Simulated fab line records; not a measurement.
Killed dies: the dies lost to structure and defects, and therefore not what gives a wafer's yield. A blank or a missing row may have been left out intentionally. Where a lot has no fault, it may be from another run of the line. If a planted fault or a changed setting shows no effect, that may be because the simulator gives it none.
Which tool did it? || flow sky130 || 72 wafers from 24 lots sampled at 6 of the route's 708 steps

== WHAT EACH GAUGE READ, for each wafer ==
SKY_FIELD_ISO_BOW_MEAS_00.
{"lot": "L074", "measured": "day 1 10:00", "on": "film_metro-03", "INCOMING_BOW (um)": "2 -2 -5"}
{"lot": "L075", "measured": "day 1 15:00", "on": "film_metro-02", "INCOMING_BOW (um)": "-9 -9 1"}
{"lot": "L076", "measured": "day 1 20:00", "on": "film_metro-01", "INCOMING_BOW (um)": "9 -4 1"}
{"lot": "L077", "measured": "day 2 01:00", "on": "film_metro-01", "INCOMING_BOW (um)": "-6 -3 -1"}
{"lot": "L078", "measured": "day 2 06:04", "on": "film_metro-01", "INCOMING_BOW (um)": "2 -6 2"}
{"lot": "L079", "measured": "day 2 11:01", "on": "film_metro-02", "INCOMING_BOW (um)": "-4 -3 -9"}
{"lot": "L080", "measured": "day 2 16:00", "on": "film_metro-02", "INCOMING_BOW (um)": "0 2 9"}
{"lot": "L081", "measured": "day 2 21:01", "on": "film_metro-02", "INCOMING_BOW (um)": "2 10 10"}
{"lot": "L082", "measured": "day 3 02:00", "on": "film_metro-02", "INCOMING_BOW (um)": "-5 0 -1"}
{"lot": "L083", "measured": "day 3 07:01", "on": "film_metro-02", "INCOMING_BOW (um)": "-7 0 -3"}
{"lot": "L084", "measured": "day 3 12:00", "on": "film_metro-03", "INCOMING_BOW (um)": "-8 3 -1"}
{"lot": "L085", "measured": "day 3 17:01", "on": "film_metro-03", "INCOMING_BOW (um)": "1 8 10"}
{"lot": "L086", "measured": "day 3 22:01", "on": "film_metro-02", "INCOMING_BOW (um)": "7 -1 3"}
{"lot": "L087", "measured": "day 4 03:02", "on": "film_metro-02", "INCOMING_BOW (um)": "3 -8 -9"}
{"lot": "L088", "measured": "day 4 08:02", "on": "film_metro-03", "INCOMING_BOW (um)": "4 -2 2"}
{"lot": "L089", "measured": "day 4 13:00", "on": "film_metro-01", "INCOMING_BOW (um)": "3 5 -3"}
{"lot": "L090", "measured": "day 4 18:00", "on": "film_metro-03", "INCOMING_BOW (um)": "-6 3 5"}
{"lot": "L091", "measured": "day 4 23:02", "on": "film_metro-03", "INCOMING_BOW (um)": "5 0 0"}
{"lot": "L092", "measured": "day 5 04:00", "on": "film_metro-02", "INCOMING_BOW (um)": "1 -3 1"}
{"lot": "L093", "measured": "day 5 09:01", "on": "film_metro-02", "INCOMING_BOW (um)": "-3 4 9"}
{"lot": "L094", "measured": "day 5 14:00", "on": "film_metro-01", "INCOMING_BOW (um)": "-2 -3 -5"}
{"lot": "L095", "measured": "day 5 19:00", "on": "film_metro-02", "INCOMING_BOW (um)": "-3 1 -3"}
{"lot": "L096", "measured": "day 6 00:01", "on": "film_metro-01", "INCOMING_BOW (um)": "-8 7 5"}
{"lot": "L097", "measured": "day 6 05:00", "on": "film_metro-01", "INCOMING_BOW (um)": "-1 3 -2"}

SKY_VT_ADJUST_LVTN_TW_MEAS_21.
{"lot": "L074", "measured": "day 8 03:47", "on": "film_metro-04", "VT_ADJUST_LVTN_2_TW": "188.4 186.7 188.9"}
{"lot": "L075", "measured": "day 8 07:23", "on": "film_metro-01", "VT_ADJUST_LVTN_2_TW": "187.6 187.3 188.5"}
{"lot": "L076", "measured": "day 8 15:23", "on": "film_metro-02", "VT_ADJUST_LVTN_2_TW": "188.9 189.5 187.8"}
{"lot": "L077", "measured": "day 8 23:23", "on": "film_metro-02", "VT_ADJUST_LVTN_2_TW": "189.7 189.4 189.8"}
{"lot": "L078", "measured": "day 9 16:07", "on": "film_metro-01", "VT_ADJUST_LVTN_2_TW": "185.8 185.4 185.7"}
{"lot": "L079", "measured": "day 9 18:06", "on": "film_metro-04", "VT_ADJUST_LVTN_2_TW": "188.7 190.0 189.1"}
{"lot": "L080", "measured": "day 10 02:02", "on": "film_metro-02", "VT_ADJUST_LVTN_2_TW": "187.6 187.5 188.9"}
{"lot": "L081", "measured": "day 10 07:42", "on": "film_metro-04", "VT_ADJUST_LVTN_2_TW": "187.8 189.3 187.7"}
{"lot": "L082", "measured": "day 10 11:53", "on": "film_metro-01", "VT_ADJUST_LVTN_2_TW": "185.6 185.1 184.9"}
{"lot": "L083", "measured": "day 10 16:30", "on": "film_metro-04", "VT_ADJUST_LVTN_2_TW": "188.6 189.5 189.4"}
{"lot": "L084", "measured": "day 11 04:29", "on": "film_metro-01", "VT_ADJUST_LVTN_2_TW": "186.9 186.2 186.8"}
{"lot": "L085", "measured": "day 11 12:06", "on": "film_metro-02", "VT_ADJUST_LVTN_2_TW": "190.0 190.1 191.7"}
{"lot": "L086", "measured": "day 11 19:57", "on": "film_metro-02", "VT_ADJUST_LVTN_2_TW": "190.1 190.3 189.6"}
{"lot": "L087", "measured": "day 12 05:52", "on": "film_metro-04", "VT_ADJUST_LVTN_2_TW": "188.9 188.8 189.2"}
{"lot": "L088", "measured": "day 12 08:01", "on": "film_metro-02", "VT_ADJUST_LVTN_2_TW": "188.5 190.4 189.2"}
{"lot": "L089", "measured": "day 12 12:02", "on": "film_metro-02", "VT_ADJUST_LVTN_2_TW": "190.0 189.9 189.6"}
{"lot": "L090", "measured": "day 12 16:47", "on": "film_metro-02", "VT_ADJUST_LVTN_2_TW": "189.3 190.3 189.1"}
{"lot": "L091", "measured": "day 12 21:42", "on": "film_metro-04", "VT_ADJUST_LVTN_2_TW": "188.4 189.3 188.3"}
{"lot": "L092", "measured": "day 13 12:02", "on": "film_metro-04", "VT_ADJUST_LVTN_2_TW": "188.8 189.2 189.0"}
{"lot": "L093", "measured": "day 13 12:57", "on": "film_metro-01", "VT_ADJUST_LVTN_2_TW": "187.1 186.3 186.8"}
{"lot": "L094", "measured": "day 13 19:32", "on": "film_metro-02", "VT_ADJUST_LVTN_2_TW": "188.3 188.5 189.2"}
{"lot": "L095", "measured": "day 14 02:29", "on": "film_metro-04", "VT_ADJUST_LVTN_2_TW": "189.2 187.3 189.1"}
{"lot": "L096", "measured": "day 14 13:06", "on": "film_metro-02", "VT_ADJUST_LVTN_2_TW": "188.2 189.0 188.2"}
{"lot": "L097", "measured": "day 14 17:26", "on": "film_metro-04", "VT_ADJUST_LVTN_2_TW": "188.5 189.7 188.2"}

SKY_VT_ADJUST_NCORE_OVL_MEAS_08.
{"lot": "L074", "measured": "day 9 01:23", "on": "overlay-02", "VT_ADJUST_NCORE_OVL (nm)": "1.5 0.6 1.7"}
{"lot": "L075", "measured": "day 9 05:02", "on": "overlay-02", "VT_ADJUST_NCORE_OVL (nm)": "-1.2 -1.9 -1.6"}
{"lot": "L076", "measured": "day 9 13:31", "on": "overlay-02", "VT_ADJUST_NCORE_OVL (nm)": "1.8 -1.1 0.4"}
{"lot": "L077", "measured": "day 9 20:49", "on": "overlay-01", "VT_ADJUST_NCORE_OVL (nm)": "-0.3 0.5 -1.7"}
{"lot": "L078", "measured": "day 10 14:17", "on": "overlay-01", "VT_ADJUST_NCORE_OVL (nm)": "0.0 2.7 0.8"}
{"lot": "L079", "measured": "day 10 17:14", "on": "overlay-01", "VT_ADJUST_NCORE_OVL (nm)": "0.9 2.9 4.4"}
{"lot": "L080", "measured": "day 11 01:31", "on": "overlay-02", "VT_ADJUST_NCORE_OVL (nm)": "0.3 1.1 1.3"}
{"lot": "L081", "measured": "day 11 08:13", "on": "overlay-01", "VT_ADJUST_NCORE_OVL (nm)": "2.3 1.9 -0.9"}
{"lot": "L082", "measured": "day 11 11:14", "on": "overlay-01", "VT_ADJUST_NCORE_OVL (nm)": "2.0 -0.1 1.2"}
{"lot": "L083", "measured": "day 11 16:59", "on": "overlay-01", "VT_ADJUST_NCORE_OVL (nm)": "-0.3 0.0 -0.8"}
{"lot": "L084", "measured": "day 12 05:22", "on": "overlay-01", "VT_ADJUST_NCORE_OVL (nm)": "0.2 -0.8 -0.3"}
{"lot": "L085", "measured": "day 12 12:46", "on": "overlay-02", "VT_ADJUST_NCORE_OVL (nm)": "2.5 3.0 1.2"}
{"lot": "L086", "measured": "day 12 21:14", "on": "overlay-01", "VT_ADJUST_NCORE_OVL (nm)": "1.3 0.1 0.9"}
{"lot": "L087", "measured": "day 13 07:07", "on": "overlay-01", "VT_ADJUST_NCORE_OVL (nm)": "-3.1 -3.0 -0.6"}
{"lot": "L088", "measured": "day 13 09:53", "on": "overlay-02", "VT_ADJUST_NCORE_OVL (nm)": "3.2 2.3 2.6"}
{"lot": "L089", "measured": "day 13 14:18", "on": "overlay-01", "VT_ADJUST_NCORE_OVL (nm)": "-0.2 -1.0 -0.6"}
{"lot": "L090", "measured": "day 13 19:02", "on": "overlay-01", "VT_ADJUST_NCORE_OVL (nm)": "1.4 0.1 -0.3"}
{"lot": "L091", "measured": "day 13 23:16", "on": "overlay-01", "VT_ADJUST_NCORE_OVL (nm)": "-0.5 -0.9 2.3"}
{"lot": "L092", "measured": "day 14 15:00", "on": "overlay-01", "VT_ADJUST_NCORE_OVL (nm)": "1.4 -1.5 -0.2"}
{"lot": "L093", "measured": "day 14 15:29", "on": "overlay-01", "VT_ADJUST_NCORE_OVL (nm)": "4.1 2.0 4.9"}
{"lot": "L094", "measured": "day 14 23:53", "on": "overlay-02", "VT_ADJUST_NCORE_OVL (nm)": "2.9 3.6 1.0"}
{"lot": "L095", "measured": "day 15 06:32", "on": "overlay-02", "VT_ADJUST_NCORE_OVL (nm)": "1.7 1.1 1.9"}
{"lot": "L096", "measured": "day 15 17:07", "on": "overlay-01", "VT_ADJUST_NCORE_OVL (nm)": "1.7 2.8 3.4"}
{"lot": "L097", "measured": "day 15 22:15", "on": "overlay-02", "VT_ADJUST_NCORE_OVL (nm)": "3.8 3.2 4.3"}

SKY_VT_ADJUST_PCH_TW_MEAS_10.
{"lot": "L074", "measured": "day 10 23:20", "on": "film_metro-04", "VT_ADJUST_PCH_TW": "142.1 142.5 142.5"}
{"lot": "L075", "measured": "day 11 04:14", "on": "film_metro-04", "VT_ADJUST_PCH_TW": "142.8 142.2 141.8"}
{"lot": "L076", "measured": "day 11 12:11", "on": "film_metro-03", "VT_ADJUST_PCH_TW": "142.5 142.7 142.8"}
{"lot": "L077", "measured": "day 11 20:25", "on": "film_metro-03", "VT_ADJUST_PCH_TW": "143.1 142.7 142.5"}
{"lot": "L078", "measured": "day 12 16:07", "on": "film_metro-01", "VT_ADJUST_PCH_TW": "140.2 140.7 140.4"}
{"lot": "L079", "measured": "day 12 19:15", "on": "film_metro-01", "VT_ADJUST_PCH_TW": "139.6 140.7 140.6"}
{"lot": "L080", "measured": "day 13 03:38", "on": "film_metro-04", "VT_ADJUST_PCH_TW": "142.9 142.9 143.4"}
{"lot": "L081", "measured": "day 13 11:48", "on": "film_metro-01", "VT_ADJUST_PCH_TW": "140.7 141.8 141.1"}
{"lot": "L082", "measured": "day 13 14:49", "on": "film_metro-01", "VT_ADJUST_PCH_TW": "141.0 140.9 140.9"}
{"lot": "L083", "measured": "day 13 20:38", "on": "film_metro-04", "VT_ADJUST_PCH_TW": "142.3 142.3 142.2"}
{"lot": "L084", "measured": "day 14 10:26", "on": "film_metro-01", "VT_ADJUST_PCH_TW": "139.8 140.5 141.0"}
{"lot": "L085", "measured": "day 14 18:59", "on": "film_metro-04", "VT_ADJUST_PCH_TW": "142.9 142.4 142.4"}
{"lot": "L086", "measured": "day 15 04:44", "on": "film_metro-01", "VT_ADJUST_PCH_TW": "140.4 141.0 140.0"}
{"lot": "L087", "measured": "day 15 15:43", "on": "film_metro-03", "VT_ADJUST_PCH_TW": "141.7 142.9 142.2"}
{"lot": "L088", "measured": "day 15 18:14", "on": "film_metro-01", "VT_ADJUST_PCH_TW": "140.9 140.4 140.4"}
{"lot": "L089", "measured": "day 15 22:46", "on": "film_metro-01", "VT_ADJUST_PCH_TW": "140.5 141.1 140.3"}
{"lot": "L090", "measured": "day 16 04:49", "on": "film_metro-01", "VT_ADJUST_PCH_TW": "140.1 139.7 140.1"}
{"lot": "L091", "measured": "day 16 09:39", "on": "film_metro-04", "VT_ADJUST_PCH_TW": "141.2 141.8 141.3"}
{"lot": "L092", "measured": "day 17 02:05", "on": "film_metro-03", "VT_ADJUST_PCH_TW": "142.6 142.1 142.6"}
{"lot": "L093", "measured": "day 17 03:21", "on": "film_metro-04", "VT_ADJUST_PCH_TW": "141.5 141.6 140.8"}
{"lot": "L094", "measured": "day 17 12:34", "on": "film_metro-03", "VT_ADJUST_PCH_TW": "142.9 143.1 143.1"}
{"lot": "L095", "measured": "day 17 19:50", "on": "film_metro-04", "VT_ADJUST_PCH_TW": "141.8 141.3 141.0"}
{"lot": "L096", "measured": "day 18 06:05", "on": "film_metro-01", "VT_ADJUST_PCH_TW": "140.9 141.1 140.1"}
{"lot": "L097", "measured": "day 18 11:53", "on": "film_metro-04", "VT_ADJUST_PCH_TW": "144.1 142.9 143.4"}

SKY_SONOS_TUNNEL_OVL_MEAS_08.
{"lot": "L074", "measured": "day 11 23:32", "on": "overlay-02", "SONOS_TUNNEL_OVL (nm)": "3.0 1.6 0.8"}
{"lot": "L075", "measured": "day 12 05:11", "on": "overlay-01", "SONOS_TUNNEL_OVL (nm)": "-1.1 -1.1 1.0"}
{"lot": "L076", "measured": "day 12 12:41", "on": "overlay-01", "SONOS_TUNNEL_OVL (nm)": "0.6 0.8 0.6"}
{"lot": "L077", "measured": "day 12 21:28", "on": "overlay-02", "SONOS_TUNNEL_OVL (nm)": "0.2 0.1 1.5"}
{"lot": "L078", "measured": "day 13 18:11", "on": "overlay-02", "SONOS_TUNNEL_OVL (nm)": "-0.1 -0.2 -1.4"}
{"lot": "L079", "measured": "day 13 21:23", "on": "overlay-01", "SONOS_TUNNEL_OVL (nm)": "-1.3 -0.8 -1.6"}
{"lot": "L080", "measured": "day 14 05:41", "on": "overlay-01", "SONOS_TUNNEL_OVL (nm)": "-1.0 -0.5 -0.4"}
{"lot": "L081", "measured": "day 14 14:14", "on": "overlay-02", "SONOS_TUNNEL_OVL (nm)": "0.5 -1.0 -2.2"}
{"lot": "L082", "measured": "day 14 17:55", "on": "overlay-02", "SONOS_TUNNEL_OVL (nm)": "1.0 0.2 0.3"}
{"lot": "L083", "measured": "day 15 00:59", "on": "overlay-01", "SONOS_TUNNEL_OVL (nm)": "-0.4 0.2 0.8"}
{"lot": "L084", "measured": "day 15 14:49", "on": "overlay-02", "SONOS_TUNNEL_OVL (nm)": "0.8 0.4 1.9"}
{"lot": "L085", "measured": "day 15 23:50", "on": "overlay-01", "SONOS_TUNNEL_OVL (nm)": "1.0 0.7 -0.1"}
{"lot": "L086", "measured": "day 16 09:47", "on": "overlay-01", "SONOS_TUNNEL_OVL (nm)": "-1.4 0.1 -1.1"}
{"lot": "L087", "measured": "day 16 20:56", "on": "overlay-02", "SONOS_TUNNEL_OVL (nm)": "1.9 2.3 2.5"}
{"lot": "L088", "measured": "day 17 00:05", "on": "overlay-02", "SONOS_TUNNEL_OVL (nm)": "1.6 2.0 0.3"}
{"lot": "L089", "measured": "day 17 04:28", "on": "overlay-02", "SONOS_TUNNEL_OVL (nm)": "0.1 -1.0 -1.6"}
{"lot": "L090", "measured": "day 17 11:37", "on": "overlay-02", "SONOS_TUNNEL_OVL (nm)": "-1.8 1.3 1.4"}
{"lot": "L091", "measured": "day 17 16:17", "on": "overlay-01", "SONOS_TUNNEL_OVL (nm)": "-0.6 2.3 1.3"}
{"lot": "L092", "measured": "day 18 08:58", "on": "overlay-01", "SONOS_TUNNEL_OVL (nm)": "-0.1 -1.6 -1.8"}
{"lot": "L093", "measured": "day 18 10:05", "on": "overlay-01", "SONOS_TUNNEL_OVL (nm)": "-1.4 -3.4 -2.9"}
{"lot": "L094", "measured": "day 18 19:58", "on": "overlay-02", "SONOS_TUNNEL_OVL (nm)": "0.6 -0.7 -1.4"}
{"lot": "L095", "measured": "day 19 03:16", "on": "overlay-01", "SONOS_TUNNEL_OVL (nm)": "-1.7 -2.0 -0.3"}
{"lot": "L096", "measured": "day 19 15:23", "on": "overlay-01", "SONOS_TUNNEL_OVL (nm)": "-2.2 -1.0 -2.5"}
{"lot": "L097", "measured": "day 19 20:31", "on": "overlay-02", "SONOS_TUNNEL_OVL (nm)": "0.4 0.1 -0.8"}

SKY_SONOS_ONO_OVL_MEAS_14.
{"lot": "L074", "measured": "day 13 08:03", "on": "overlay-01", "SONOS_ONO_OVL (nm)": "0.8 -1.6 -0.5"}
{"lot": "L075", "measured": "day 13 13:00", "on": "overlay-02", "SONOS_ONO_OVL (nm)": "-0.5 0.4 -0.4"}
{"lot": "L076", "measured": "day 13 19:41", "on": "overlay-02", "SONOS_ONO_OVL (nm)": "-1.1 -0.2 1.2"}
{"lot": "L077", "measured": "day 15 01:08", "on": "overlay-02", "SONOS_ONO_OVL (nm)": "-0.6 0.7 0.8"}
{"lot": "L078", "measured": "day 15 04:52", "on": "overlay-01", "SONOS_ONO_OVL (nm)": "0.9 -0.8 0.4"}
{"lot": "L079", "measured": "day 15 08:13", "on": "overlay-02", "SONOS_ONO_OVL (nm)": "0.4 0.4 -0.8"}
{"lot": "L080", "measured": "day 15 15:21", "on": "overlay-01", "SONOS_ONO_OVL (nm)": "-3.1 -1.1 -1.7"}
{"lot": "L081", "measured": "day 16 01:25", "on": "overlay-02", "SONOS_ONO_OVL (nm)": "-0.8 -0.7 -3.3"}
{"lot": "L082", "measured": "day 16 06:05", "on": "overlay-02", "SONOS_ONO_OVL (nm)": "-2.1 0.7 -0.7"}
{"lot": "L083", "measured": "day 16 12:14", "on": "overlay-01", "SONOS_ONO_OVL (nm)": "-1.7 0.4 -3.2"}
{"lot": "L084", "measured": "day 17 02:07", "on": "overlay-01", "SONOS_ONO_OVL (nm)": "0.3 1.7 -0.6"}
{"lot": "L085", "measured": "day 17 14:52", "on": "overlay-01", "SONOS_ONO_OVL (nm)": "-0.9 -1.1 -1.6"}
{"lot": "L086", "measured": "day 18 01:34", "on": "overlay-01", "SONOS_ONO_OVL (nm)": "0.9 -1.6 -0.9"}
{"lot": "L087", "measured": "day 18 10:23", "on": "overlay-01", "SONOS_ONO_OVL (nm)": "-1.0 -1.5 -0.1"}
{"lot": "L088", "measured": "day 18 11:26", "on": "overlay-01", "SONOS_ONO_OVL (nm)": "0.8 0.3 -1.5"}
{"lot": "L089", "measured": "day 18 19:05", "on": "overlay-01", "SONOS_ONO_OVL (nm)": "-2.0 -3.4 -0.5"}
{"lot": "L090", "measured": "day 19 04:28", "on": "overlay-01", "SONOS_ONO_OVL (nm)": "-1.8 0.4 -0.1"}
{"lot": "L091", "measured": "day 19 09:58", "on": "overlay-02", "SONOS_ONO_OVL (nm)": "-0.4 1.1 0.1"}
{"lot": "L092", "measured": "day 19 21:38", "on": "overlay-02", "SONOS_ONO_OVL (nm)": "-1.2 -1.1 -2.2"}
{"lot": "L093", "measured": "day 20 00:43", "on": "overlay-01", "SONOS_ONO_OVL (nm)": "-0.2 -2.0 -1.5"}
{"lot": "L094", "measured": "day 20 09:21", "on": "overlay-02", "SONOS_ONO_OVL (nm)": "2.6 2.9 1.3"}
{"lot": "L095", "measured": "day 20 20:11", "on": "overlay-01", "SONOS_ONO_OVL (nm)": "-0.8 -2.5 -0.9"}
{"lot": "L096", "measured": "day 21 05:08", "on": "overlay-02", "SONOS_ONO_OVL (nm)": "2.6 -2.4 0.9"}
{"lot": "L097", "measured": "day 21 09:39", "on": "overlay-01", "SONOS_ONO_OVL (nm)": "0.6 -1.8 -0.9"}

== WHAT TOOL EACH LOT RAN ON (gives the tool, then ch and the chambers of the sampled wafers, and finally the start) ==
Before these readings, the record contains no process step.

== AS READ BY THE TOOLS THEMSELVES (means over the sampled wafers that have a number; for cases with no such wafer, the mark the record gives instead) ==
The record holds no such reading with a usual standard deviation.

== THE ANSWER, worked out from the rows above alone ==
Rule: the usual values come from the lots themselves. Put in order of their means at a reading, lots are off if they are a third of the lots or fewer, leave a main group of 4 or more, and stand apart from it by a gap of 3 or more times the standard deviation of the main group's means; of several such gaps the widest counts. A main group is skipped when, at the precision printed for the reading in the tables above, its means are all equal. A lot without any number at a reading at which 4 lots or more have one is off too. Any other lot the step has rows for is counted as sound. After the gauges, taken in route order, come the tools' own readings; for these a lot's mean is taken, as printed above. The first step at which some lot is off is used, and at that step the reading that is off furthest; a lot without a number counts as furthest.
Across all readings shown, no lot is off: no conclusion can be drawn from this.

== WHAT THE SIMULATOR HAD PUT IN ==
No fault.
